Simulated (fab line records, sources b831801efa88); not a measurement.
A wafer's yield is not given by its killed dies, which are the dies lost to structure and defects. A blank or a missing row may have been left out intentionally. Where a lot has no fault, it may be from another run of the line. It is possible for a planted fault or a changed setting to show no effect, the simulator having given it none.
Comparing a struck lot with a sound one -- flow sky130 -- 19 out of 708 route steps
Sound: these wafers, L683.3, L683.5, L683.6. The struck wafers were L687.1, L687.3, L687.5. The cause is named last.
Order at every step that has rows: each side's tool, ch and its chambers, its first start. Under that, the readings that differ: sound wafers -- struck wafers -- difference of the means -- sigmas: that difference in standard deviations of wafers without a fault.
alike: a reading whose means differ by less than 2 such deviations, as well as words and numbers matching on both sides. not compared: withheld readings; readings where some wafer has no value; bounds like >300 that might hide an equal value; numbers whose values overlap and for which the record gives no deviation.
The two part at a step that has a row with sigmas, a row that says differs or no value, or rows on one side only. Numbers that have no deviation but don't overlap get no sigmas and don't part them. A reading missing from all wafers of one side parts the sides only when that side holds two or more wafers.

first, 1 step without rows for these wafers: SKY_VIA4_ETCH_12 (etches SiO2 in C4F8/O2/Ar, stops on TiN, target depth 580 nm).
SKY_VIA4_STRIP_13: strips in O2/N2.
  sound on plasmaAsher-04 ch 0,1, day 44 00:29; struck on plasmaAsher-01 ch 0,1, day 44 23:17
  alike: drypumpMotorCurrentA, oesProductAu, stripTimeToEndpointS
  not compared: rfHoursCounterH
then, 3 steps without rows for these wafers: SKY_VIA4_STRIP_14 (strips in post etch residue remover, time 1200 s); SKY_VIA4_CLEAN_15 (cleans in IPA, time 180 s); SKY_VIA4_CLEAN_16 (cleans in O3/DIW).
SKY_VIA4_SPUTTER_17: material TiN, target thk 20 nm, time 80 s.
  sound: pvdSputter-01 at day 44 01:02; struck: pvdSputter-01 at day 44 23:55
  alike: cathodeDcPowerW, throttleValvePct
SKY_VIA4_CVD_18: deposits W, target thk 505 nm, time 152.14 s.
  sound on cvdW-02 ch 0,1, day 44 01:10; struck on cvdW-02 ch 1, day 44 23:59
  alike: heaterPowerW
SKY_VIA4_RS_MEAS_19: measurement is done with a four-point probe.
  sound: filmMetro-03 at day 44 01:18; struck: filmMetro-04 at day 45 00:17
  alike: VIA4_W_RS
SKY_VIA4_THK_MEAS_20: measures by xrf.
  sound: filmMetro-03 at day 44 01:24; struck: filmMetro-04 at day 45 00:24
  alike: VIA4_W_THK
then, 2 steps without rows for these wafers: SKY_VIA4_CMP_21 (polishes, stops on SiO2, t overpolish 25 s, target thk 0 nm); SKY_METAL5_SPUTTER_00 (material Ti, target thk 15 nm, time 10 s).
SKY_METAL5_SPUTTER_01: material TiN, target thk 20 nm, time 16.7 s.
  sound: pvdSputter-01 at day 44 01:47; struck: pvdSputter-01 at day 45 00:47
  alike: cathodeDcPowerW, throttleValvePct
SKY_METAL5_SPUTTER_02: material AlCu, target thk 1150 nm, time 61.2 s.
  sound: pvdSputter-01 at day 44 01:48; struck: pvdSputter-01 at day 45 00:49
reading,sound,struck,difference,sigmas
cathodeDcPowerW (W),10604 10600 10601,11167 11166 11170,+566,+99 or more
model.AlCu_of_METAL5_SPUTTER_02.thkNm (nm),1167 1167 1164,1241 1235 1233,+70,
  alike: throttleValvePct
SKY_METAL5_SPUTTER_03: material Ti, target thk 5 nm, time 3.3 s.
  sound: pvdSputter-01 at day 44 01:51; struck: pvdSputter-01 at day 45 00:52
  alike: cathodeDcPowerW, throttleValvePct
then, 1 step without rows for these wafers: SKY_METAL5_SPUTTER_04 (material TiN, target thk 70 nm, time 58.3 s).
SKY_METAL5_RS_MEAS_05: measurement is done with a four-point probe.
  sound: filmMetro-02 at day 44 01:58; struck: filmMetro-02 at day 45 00:56
reading,sound,struck,difference,sigmas
METAL5_ALCU_RS (ohm/sq),0.0267 0.0266 0.0268,0.0250 0.0252 0.0253,-0.0015,-4
SKY_METAL5_THK_MEAS_06: measures by xrf.
  sound: filmMetro-02 at day 44 02:04; struck: filmMetro-02 at day 45 01:03
reading,sound,struck,difference,sigmas
METAL5_ALCU_THK (nm),1151 1144 1151,1223 1223 1221,+74,+4
then, 1 step without rows for these wafers: SKY_METAL5_DEHYDRATE_07 (time 60 s).
-- the record jumps here: 3 days lie between the struck wafers' starts before and after (it left off in module METAL5 and takes up again in module PAD_OPEN, whose first step shown is number 708 of the route) --
SKY_PAD_OPEN_PROBE_99:
  sound: prober-02 at day 46 22:53; struck: prober-01 at day 47 19:15
reading,sound,struck,difference,sigmas
sort_bin_6_memory (%),5.9 5.1 4.3,6.9 8.1 8.3,+2.7,+2
model.etest.met5.rsOhmSq,0.02661 0.02676 0.02649,0.02518 0.02495 0.02519,-0.00151,
model.etest.met5.lineOhmUm,0.01683 0.01691 0.01666,0.0159 0.01571 0.01589,-0.0010,
  alike: defectLimitedYield, killed_at_M0_to_M3, killed_at_M4_up, killedAtContacts, killedAtFrontEnd, killedAtOther, killedDies, killedOpen, killedShort, sort_bin_3_pad_short, sort_bin_5_function, sortNPass, sortYieldPct

WHERE THEY PART
Earliest at SKY_METAL5_SPUTTER_02; latest, in this record, at SKY_PAD_OPEN_PROBE_99.

WHY: what the simulator had put in
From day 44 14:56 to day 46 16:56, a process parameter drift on pvdSputter-01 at SKY_METAL5_SPUTTER_02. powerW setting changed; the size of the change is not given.
